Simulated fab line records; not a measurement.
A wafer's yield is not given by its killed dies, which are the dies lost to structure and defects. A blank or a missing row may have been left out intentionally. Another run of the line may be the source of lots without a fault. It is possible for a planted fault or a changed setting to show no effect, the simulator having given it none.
Which tool is to blame? || flow sky130 || 11 lots, 33 wafers sampled, at 2 steps of a route of 708

== WHAT EACH GAUGE READ, for each wafer ==
SKY_LI_CONTACT_BOW_MEAS_03. Usual: LI_CONTACT_BOW gives 56 um (standard deviation 6.4).
{"lot": "L369", "measured": "day 27 18:41", "on": "film_metro-01", "LI_CONTACT_BOW (um)": "53 52 54", "flag": ""}
{"lot": "L370", "measured": "day 28 08:33", "on": "film_metro-02", "LI_CONTACT_BOW (um)": "67 70 58", "flag": ""}
{"lot": "L371", "measured": "day 30 01:53", "on": "film_metro-01", "LI_CONTACT_BOW (um)": "55 52 60", "flag": ""}
{"lot": "L377", "measured": "day 31 15:29", "on": "film_metro-01", "LI_CONTACT_BOW (um)": "49 55 53", "flag": ""}
{"lot": "L381", "measured": "day 32 12:36", "on": "film_metro-02", "LI_CONTACT_BOW (um)": "47 46 43", "flag": ""}
{"lot": "L382", "measured": "day 32 20:34", "on": "film_metro-04", "LI_CONTACT_BOW (um)": "46 55 59", "flag": ""}
{"lot": "L383", "measured": "day 33 02:46", "on": "film_metro-01", "LI_CONTACT_BOW (um)": "54 57 56", "flag": ""}
{"lot": "L387", "measured": "day 34 02:49", "on": "film_metro-01", "LI_CONTACT_BOW (um)": "57 56 62", "flag": ""}
{"lot": "L388", "measured": "day 34 16:58", "on": "film_metro-04", "LI_CONTACT_BOW (um)": "49 54 53", "flag": ""}
{"lot": "L390", "measured": "day 35 03:40", "on": "film_metro-02", "LI_CONTACT_BOW (um)": "57 49 65", "flag": ""}
{"lot": "L391", "measured": "day 35 10:26", "on": "film_metro-01", "LI_CONTACT_BOW (um)": "63 56 53", "flag": ""}

SKY_LI_CONTACT_CD_MEAS_12 targets a cd of 170 nm. Usual: cd_nm at 170.4 nm, with a standard deviation of 1.3.
{"lot": "L369", "measured": "day 28 22:20", "on": "cd_sem-02", "cd_nm (nm)": "168.9 169.6 169.1", "flag": ""}
{"lot": "L370", "measured": "day 29 13:08", "on": "cd_sem-01", "cd_nm (nm)": "171.7 172.4 169.4", "flag": ""}
{"lot": "L371", "measured": "day 31 06:07", "on": "cd_sem-01", "cd_nm (nm)": "169.3 168.8 168.6", "flag": ""}
{"lot": "L377", "measured": "day 32 18:00", "on": "cd_sem-02", "cd_nm (nm)": "170.9 170.9 170.0", "flag": ""}
{"lot": "L381", "measured": "day 33 14:41", "on": "cd_sem-01", "cd_nm (nm)": "171.2 172.0 171.7", "flag": ""}
{"lot": "L382", "measured": "day 33 23:49", "on": "cd_sem-02", "cd_nm (nm)": "171.6 171.7 170.7", "flag": ""}
{"lot": "L383", "measured": "day 34 04:31", "on": "cd_sem-01", "cd_nm (nm)": "170.5 170.8 170.5", "flag": ""}
{"lot": "L387", "measured": "day 35 04:31", "on": "cd_sem-01", "cd_nm (nm)": "166.7 168.5 169.6", "flag": ""}
{"lot": "L388", "measured": "day 35 19:01", "on": "cd_sem-01", "cd_nm (nm)": "169.0 169.7 170.1", "flag": ""}
{"lot": "L390", "measured": "day 36 05:38", "on": "cd_sem-01", "cd_nm (nm)": "169.4 169.4 169.6", "flag": ""}
{"lot": "L391", "measured": "day 36 12:40", "on": "cd_sem-02", "cd_nm (nm)": "171.4 169.9 171.3", "flag": ""}

== TOOL THAT RAN EACH LOT (tool first, then ch and the chambers of the sampled wafers, then the start) ==
The record shows no process step preceding these readings.

== AS READ BY THE TOOLS THEMSELVES (means over the sampled wafers that have a number; for cases with no such wafer, the mark the record gives instead) ==
The record holds no such reading with a usual standard deviation.

== THE ANSWER, worked out from the rows above alone ==
Rule: a lot counts as off when the mean over its wafers that have a number is more than 3 standard deviations away from the usual mean. Also off: a lot with no number at a reading for which 4 or more lots have one. The other lots that the step has rows for count as sound. Order of review: gauges by route order, followed by the tools' own readings, for which a lot's mean as printed above is used. At the first step where some lot is off, the reading lying furthest off is the one used; lots without a number count as furthest.
None of the lots is off at any reading shown; this tells nothing.

== WHAT HAD BEEN PUT IN BY THE SIMULATOR ==
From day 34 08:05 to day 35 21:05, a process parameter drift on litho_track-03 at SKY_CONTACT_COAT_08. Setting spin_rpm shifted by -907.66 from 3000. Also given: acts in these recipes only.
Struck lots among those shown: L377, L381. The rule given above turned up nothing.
